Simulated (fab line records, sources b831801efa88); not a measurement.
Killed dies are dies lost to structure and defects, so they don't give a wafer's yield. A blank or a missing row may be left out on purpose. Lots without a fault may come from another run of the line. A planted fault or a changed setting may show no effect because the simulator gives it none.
Which tool did it? | flow gf180mcu | 14 lots, 41 wafers sampled, at 5 steps of a route of 602

WHAT THE GAUGES READ, wafer by wafer
GF_POLY_GATE_THK_MEAS_17.
lot  | measured     | on            | POLY_GATE_OXIDATION_THK (nm)
L123 | day 9 10:46  | film_metro-01 | 4.00 4.02 3.97
L125 | day 10 01:52 | film_metro-02 | 4.07 4.02 4.11
L126 | day 10 10:40 | film_metro-01 | 4.04 4.13 4.11
L127 | day 10 14:52 | film_metro-04 | 4.07 4.07 4.05
L128 | day 10 16:29 | film_metro-02 | 3.96 3.96 3.99
L129 | day 10 23:13 | film_metro-02 | 4.01 4.08 4.07
L130 | day 11 08:49 | film_metro-02 | 4.05 4.10 4.05
L136 | day 13 05:32 | film_metro-01 | 3.99 4.04 4.08
L137 | day 13 10:58 | film_metro-04 | 4.10 4.07 4.05
L139 | day 14 00:36 | film_metro-01 | 4.02 3.98
L140 | day 14 07:49 | film_metro-02 | 4.01 4.08 4.00
L142 | day 14 18:20 | film_metro-01 | 3.96 4.07 3.96
L144 | day 15 14:00 | film_metro-04 | 3.88 3.87 3.94
L145 | day 15 16:55 | film_metro-01 | 4.02 4.18 3.99

GF_SAB_OVL_MEAS_10.
lot  | measured     | on         | SAB_OVL (nm)
L123 | day 15 09:45 | overlay-02 | 0.3 0.9 -0.6
L125 | day 16 02:11 | overlay-01 | 2.0 0.9 1.6
L126 | day 16 11:24 | overlay-01 | 0.5 1.6 1.1
L127 | day 16 17:49 | overlay-02 | -1.4 -0.8 0.1
L128 | day 16 19:35 | overlay-01 | 2.3 1.1 2.7
L129 | day 17 04:42 | overlay-02 | 2.7 0.1 0.1
L130 | day 17 17:00 | overlay-02 | -1.8 -2.6 -3.0
L136 | day 20 00:49 | overlay-01 | -0.2 0.6 1.8
L137 | day 20 08:37 | overlay-02 | -1.4 -1.3 0.3
L139 | day 20 22:21 | overlay-01 | 1.0 0.0
L140 | day 21 07:56 | overlay-01 | -0.2 -0.9 0.8
L142 | day 21 20:05 | overlay-01 | 0.2 0.2 0.4
L144 | day 22 16:54 | overlay-02 | -0.7 0.0 1.5
L145 | day 22 20:35 | overlay-01 | 1.3 0.3 0.5

GF_CONTACT_RS_MEAS_25: measures by four-point-probe.
lot  | measured     | on            | CONTACT_W_RS (ohm/sq)
L123 | day 16 11:03 | film_metro-03 | 0.385 0.386 0.383
L125 | day 17 02:59 | film_metro-02 | 0.388 0.388 0.388
L126 | day 17 12:57 | film_metro-03 | 0.389 0.389 0.392
L127 | day 17 19:38 | film_metro-03 | 0.392 0.389 0.391
L128 | day 17 20:35 | film_metro-02 | 0.391 0.389 0.390
L129 | day 18 06:44 | film_metro-03 | 0.387 0.389 0.386
L130 | day 18 19:06 | film_metro-04 | 0.381 0.377 0.376
L136 | day 21 03:35 | film_metro-03 | 0.382 0.379 0.373
L137 | day 21 10:56 | film_metro-02 | 0.373 0.375 0.381
L139 | day 22 00:19 | film_metro-02 | 0.385 0.379
L140 | day 22 09:42 | film_metro-02 | 0.379 0.378 0.378
L142 | day 22 22:02 | film_metro-03 | 0.382 0.374 0.373
L144 | day 23 18:13 | film_metro-04 | 0.379 0.383 0.373
L145 | day 23 21:08 | film_metro-04 | 0.375 0.379 0.382

WHICH TOOL RAN EACH LOT (tool, then ch and the chambers of the sampled wafers, then the start)
lot  | GF_LVPWELL_COAT_02               | GF_LVPWELL_STRIP_10
L123 | litho_track-03 ch 0, day 3 18:21 | plasma_asher-04 ch 0,1, day 4 01:19
L125 | litho_track-03 ch 0, day 4 05:49 | plasma_asher-04 ch 0,1, day 4 13:22
L126 | litho_track-03 ch 0, day 4 11:07 | plasma_asher-04 ch 0,1, day 4 18:35
L127 | litho_track-02 ch 0, day 4 13:38 | plasma_asher-03 ch 0,1, day 4 21:18
L128 | litho_track-02 ch 0, day 4 17:59 | plasma_asher-01 ch 0,1, day 5 01:16
L129 | litho_track-03 ch 0, day 4 22:57 | plasma_asher-04 ch 0,1, day 5 06:41
L130 | litho_track-02 ch 0, day 5 04:29 | plasma_asher-04 ch 0,1, day 5 11:50
L136 | litho_track-02 ch 0, day 6 16:56 | plasma_asher-03 ch 0,1, day 7 01:04
L137 | litho_track-02 ch 0, day 6 19:05 | plasma_asher-03 ch 0,1, day 7 04:04
L139 | litho_track-02 ch 0, day 7 08:05 | plasma_asher-04 ch 0,1, day 7 16:52
L140 | litho_track-03 ch 0, day 7 12:54 | plasma_asher-01 ch 0,1, day 7 21:26
L142 | litho_track-03 ch 0, day 7 23:48 | plasma_asher-03 ch 0,1, day 8 08:12
L144 | litho_track-03 ch 0, day 8 09:51 | plasma_asher-04 ch 0,1, day 8 18:11
L145 | litho_track-01 ch 0, day 8 15:44 | plasma_asher-01 ch 0,1, day 9 00:07
- GF_LVPWELL_COAT_02: resist thk 3000 nm.
- GF_LVPWELL_STRIP_10: strips in O2/N2.

WHAT THE TOOLS THEMSELVES READ (means of the sampled wafers that have a number; where no wafer has one, the mark that the record gives instead)
GF_LVPWELL_STRIP_10.
lot  | tool            | drypump_motor_current_A (A) | heater_power_w (W) | oes_product_au (a.u.) | strip_time_to_endpoint_s (s)
L123 | plasma_asher-04 | 5.7                         | 304                | 0.721                 | 36.96
L125 | plasma_asher-04 | 5.7                         | 313                | 0.725                 | 36.96
L126 | plasma_asher-04 | 5.6                         | 278                | 0.723                 | 36.99
L127 | plasma_asher-03 | 5.5                         | 385                | 0.723                 | 37.02
L128 | plasma_asher-01 | 6.2                         | 301                | 0.723                 | 36.88
L129 | plasma_asher-04 | 5.6                         | 283                | 0.719                 | 37.06
L130 | plasma_asher-04 | 5.6                         | 284                | 0.718                 | 37.00
L136 | plasma_asher-03 | 5.6                         | 368                | 0.725                 | 36.91
L137 | plasma_asher-03 | 5.5                         | 387                | 0.722                 | 32.32
L139 | plasma_asher-04 | 5.7                         | 296                | 0.718                 | 23.05
L140 | plasma_asher-01 | 6.2                         | 300                | 0.725                 | 36.98
L142 | plasma_asher-03 | 5.6                         | 372                | 0.725                 | 36.77
L144 | plasma_asher-04 | 5.7                         | 302                | 0.722                 | 36.90
L145 | plasma_asher-01 | 6.0                         | 319                | 0.728                 | 37.01

THE ANSWER, worked out from the rows above alone
Rule: what is usual is taken from the lots themselves. Put in order of their means at a reading, lots are off if they are a third of the lots or fewer, leave a main group of 4 or more, and stand apart from it by a gap of 3 or more times the standard deviation of the main group's means; of several such gaps the widest counts. A main group whose means are all the same, to the digits that the tables above print for the reading, isn't used. A lot without any number at a reading at which 4 lots or more have one is off too. The other lots that the step has rows for count as sound. The gauges are gone through in route order, then the tools' own readings, and for those a lot's mean is taken as printed above. The first step at which some lot is off is used, and at that step the reading that is off furthest; a lot without a number counts as furthest.
Off: L137, L139, at GF_LVPWELL_STRIP_10 (strip_time_to_endpoint_s). The main group: mean 36.95 s, standard deviation 0.075.
A tool fits if, at that step or a process step before it, it ran every lot that is off, and no sound lot after the first of them. One fits: litho_track-02 at GF_LVPWELL_COAT_02. Its last sound lot is L136 (day 6 16:56), its first lot that is off L137 (day 6 19:05): a fault that began between those two fits.

WHAT THE SIMULATOR HAD PUT IN
Process parameter drift: litho_track-02, from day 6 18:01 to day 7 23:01, at GF_LVPWELL_COAT_02. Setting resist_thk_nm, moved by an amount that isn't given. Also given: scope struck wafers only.
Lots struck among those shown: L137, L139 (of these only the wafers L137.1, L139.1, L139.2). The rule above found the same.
